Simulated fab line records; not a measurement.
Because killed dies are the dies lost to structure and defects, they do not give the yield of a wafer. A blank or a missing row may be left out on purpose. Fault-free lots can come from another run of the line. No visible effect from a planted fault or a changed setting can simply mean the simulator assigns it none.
8D (eight disciplines) problem report, filled in by code ; flow gf180mcu ; the parts of the form that need people (team, actions taken, sign-off) are left out

## 1. WHAT IS WRONG
Wafers free of any fault read 849 nm (standard deviation 12) for V3_CVD_02_THK at GF_V3_THK_MEAS_03, against a mean of 1427 nm on 2 wafers of 2 lots. That puts it +48 standard deviations away from the usual mean.
The first sign was on wafer L517.1 at day 27 20:00, on filmMetro-03. At this step, 33 wafers from 11 lots have a number in the record. The rule behind "out" and "out of limits": a value lying over 4 standard deviations away from the usual mean. The other wafers with a number count as sound.

## 2. WHAT IT IS AND WHAT IT IS NOT
question;is;is not
which readings at this step;V3_CVD_02_THK;-
which lots;L517, L518;L498, L500, L503, L505, L508, L509, L511, L513, L514
which wafers of those lots;L517.1, L518.1;L517.3, L517.4, L518.3, L518.4
read on which gauges;filmMetro-03;filmMetro-01, filmMetro-04
when;from day 27 20:00;"up to then (29 sound wafers); but 2 sound wafers of L518 came after"

## 3. SUSPECTS, AND WHAT RULES EACH OUT
Counting: a tool at a process step up to the reading stays a suspect if it ran every lot that is out. Sound lots after the first of them don't rule it out here, since some wafers of a struck lot are sound.
- the gauge at GF_V3_THK_MEAS_03: ruled out. All the wafers that are out were read on filmMetro-03, but those of them that GF_V3_CMP_04 has rows for are out there too, on other tools.
- rieDiel-02 at GF_V2_ETCH_16 (etches BARC in N2/H2): kept. Every lot that is out went through it, the first being L517 (day 26 20:52); the last sound lot it ran before that was L509 (day 24 17:19).
- pecvd-01 at GF_V3_CVD_02 (deposits SiO2 from TEOS, target thk 850 nm, time 94.851 s): kept. Every lot that is out went through it, the first being L517 (day 27 19:56); the last sound lot it ran before that was L514 (day 27 07:07).
What counting leaves: rieDiel-02 at GF_V2_ETCH_16 and pecvd-01 at GF_V3_CVD_02.

## 4. THE CAUSE (what the simulator had put in)
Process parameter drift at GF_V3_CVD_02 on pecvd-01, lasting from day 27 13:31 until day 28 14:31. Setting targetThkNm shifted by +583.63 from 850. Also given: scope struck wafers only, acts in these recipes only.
Of the 2 suspects that counting leaves, this tool is one.

## 5. THE EFFECT CHAIN, in route order
One row per reading whose mean, taken over the struck wafers that have a number, lies over 3 standard deviations from the usual. Only readings for which the record gives a usual standard deviation are gone through. hours: the time from each lot's start at the first step in this table that gives one to its start at this step, as a median over the lots. sigmas: the change in usual standard deviations.
hours;step;reading;usual;on struck wafers;change;sigmas
0;GF_V3_THK_MEAS_03;V3_CVD_02_THK;849 nm;1427;+578;+48
0;GF_V3_CMP_04;timeToEndpointS;80 s;298;+218;+40
Process steps it contains:
- GF_V3_CMP_04: polishes SiO2.

## 6. WHAT WOULD HAVE CAUGHT IT SOONER
The first out-of-limits reading at a measuring or inspecting step in this record came at day 27 20:00, 6 hours after the fault's start at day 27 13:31.
No tool reading at GF_V3_CVD_02 that has a usual standard deviation in the record was out on any struck wafer, so an alarm limit of 4 standard deviations on those readings would not have fired.
L518, from the lots that are out (2), started GF_V3_CVD_02 on pecvd-01 later than day 27 20:00. Putting the tool on hold at that point would have spared it.
